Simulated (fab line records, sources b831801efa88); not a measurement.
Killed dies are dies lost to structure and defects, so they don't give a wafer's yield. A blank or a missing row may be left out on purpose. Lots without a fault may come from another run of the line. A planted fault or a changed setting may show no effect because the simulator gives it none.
A struck lot beside a sound one | flow sky130 | 16 steps out of a route of 708
Sound: wafers L194.1, L194.3, L194.5. Struck: wafers L205.3, L205.5, L205.6. The cause comes at the end.
At each step with rows: each side's tool, then ch and its chambers, then its first start. Under that, the readings that differ: sound wafers | struck wafers | difference of the means | sigmas: that difference in standard deviations of wafers without a fault.
alike: readings whose means differ by less than 2 such deviations, and words and numbers that are the same on both sides. not compared: withheld readings, readings that some wafer has no value for, bounds like >300 that may hide the same value, and numbers for which the record gives no deviation and whose values overlap.
The two part at a step that has a row with sigmas, a row that says differs or no value, or rows on one side only. Numbers that don't overlap but have no deviation are shown without sigmas and don't part them. A reading that every wafer of one side lacks parts them only if that side has two wafers or more.

first, 5 steps without rows for these wafers: SKY_POLY_GATE_COAT_08 (resist thk 450 nm); SKY_POLY_GATE_SOFTBAKE_09 (time 90 s); SKY_POLY_GATE_EXPOSE_10 (exposes mask P1M, target cd 150 nm); SKY_POLY_GATE_PEB_11; SKY_POLY_GATE_DEVELOP_12 (develop time 60 s).
SKY_POLY_GATE_CD_MEAS_13: target cd 150 nm.
  sound on cd_sem-01, day 16 08:23; struck on cd_sem-01, day 20 19:05
  alike: cd_nm
SKY_POLY_GATE_OVL_MEAS_14:
  sound on overlay-01, day 16 08:31; struck on overlay-01, day 20 19:11
  alike: POLY_GATE_OVL
SKY_POLY_GATE_ETCH_15: etches BARC in N2/H2, stops on SiO2, time 118.5 s, target depth 110 nm.
  sound on rie_diel-02 ch 1,2, day 16 08:33; struck on rie_diel-01 ch 0,1,2, day 20 19:12
  alike: drypump_motor_current_A, oes_product_au, rf_fwd_power_W, throttle_valve_pct
  not compared: rf_hours_counter_h
SKY_POLY_GATE_ETCH_16: etches Si3N4 in CH3F/O2, stops on poly-Si, time 147.5 s, target depth 75 nm.
  sound on rie_diel-02 ch 1,2, day 16 08:38; struck on rie_diel-01 ch 0,1,2, day 20 19:17
  alike: drypump_motor_current_A, oes_product_au, rf_fwd_power_W, throttle_valve_pct
  not compared: rf_hours_counter_h
SKY_POLY_GATE_ETCH_17: etches poly-Si in HBr/Cl2, stops on SiO2, target depth 180 nm, time 70.5 s.
  sound on rie_si-01 ch 1,2, day 16 08:44; struck on rie_si-01 ch 1,2, day 20 19:23
  alike: drypump_motor_current_A, oes_product_au, rf_fwd_power_W, throttle_valve_pct
  not compared: rf_hours_counter_h
SKY_POLY_GATE_STRIP_18: strips in O2/N2.
  sound on plasma_asher-01 ch 0,1, day 16 08:47; struck on plasma_asher-02 ch 0,1, day 20 19:28
  alike: drypump_motor_current_A, oes_product_au, strip_time_to_endpoint_s
  not compared: rf_hours_counter_h
then, 1 step without rows for these wafers: SKY_POLY_GATE_CLEAN_19 (cleans in SC1/SC2, time 150 s).
SKY_POLY_GATE_OXIDATION_20: stabilise 600 s, purge 300 s, target thk 4 nm.
  sound on furnace-02 ch 0, day 16 09:28; struck on furnace-01 ch 0, day 20 22:17
  alike: ox_temp_c_max, spike_tc_centre_C, zone_power_upper_pct
SKY_POLY_GATE_THK_MEAS_21:
  sound on film_metro-01, day 16 10:43; struck on film_metro-01, day 20 23:33
  reading                      | sound          | struck         | difference | sigmas
  POLY_GATE_OXIDATION_THK (nm) | 3.94 4.09 4.05 | 6.51 6.53 6.48 | +2.48      | +32
SKY_POLY_GATE_CD_MEAS_22:
  sound on cd_sem-02, day 16 10:47; struck on cd_sem-01, day 20 23:40
  reading    | sound             | struck            | difference | sigmas
  cd_nm (nm) | 154.8 153.5 156.5 | 146.6 151.9 147.4 | -6.3       | -2
-- the record jumps here: 28 days lie between the struck wafers' starts before and after (it left off in module POLY_GATE and takes up again in module PAD_OPEN, whose first step shown is number 708 of the route) --
SKY_PAD_OPEN_PROBE_99:
  sound on prober-02, day 45 13:37; struck on prober-01, day 48 15:48
  reading                           | sound             | struck            | difference | sigmas
  model.etest.tip_sonos.rs_ohm_sq   | 2626 2595 2613    | 3182 3180 3195    | +574       |
  model.etest.tip_p.rs_ohm_sq       | 6717 6760 6749    | 7271 7257 7267    | +523       |
  model.etest.pfet_01v8.r_on_ohm_um | 2857 2842 2909    | 3003 3050 2989    | +145       |
  model.etest.res_pdiff.line_ohm_um | 1365 1355 1384    | 1437 1435 1423    | +64        |
  model.etest.tip_n.rs_ohm_sq       | 447.8 450 450.2   | 487.4 486.3 487.4 | +37.7      |
  model.etest.nfet_01v8.r_on_ohm_um | 849.9 829.8 863.2 | 885.6 883 884.3   | +36.7      |
  model.etest.res_ndiff.line_ohm_um | 763.8 749.8 762.8 | 791 809.9 792.6   | +39        |
  alike: killed_at_M0_to_M3, killed_at_M4_up, killed_at_contacts, killed_at_front_end, killed_at_other, killed_dies, killed_open, killed_short
  not compared: model.etest.sonos_uncharged.r_on_ohm_um

WHERE THEY PART
First at SKY_POLY_GATE_THK_MEAS_21; last, within this record, at SKY_POLY_GATE_CD_MEAS_22. Later steps at which nothing parts them and some readings are alike: SKY_PAD_OPEN_PROBE_99.

WHY: what the simulator had put in
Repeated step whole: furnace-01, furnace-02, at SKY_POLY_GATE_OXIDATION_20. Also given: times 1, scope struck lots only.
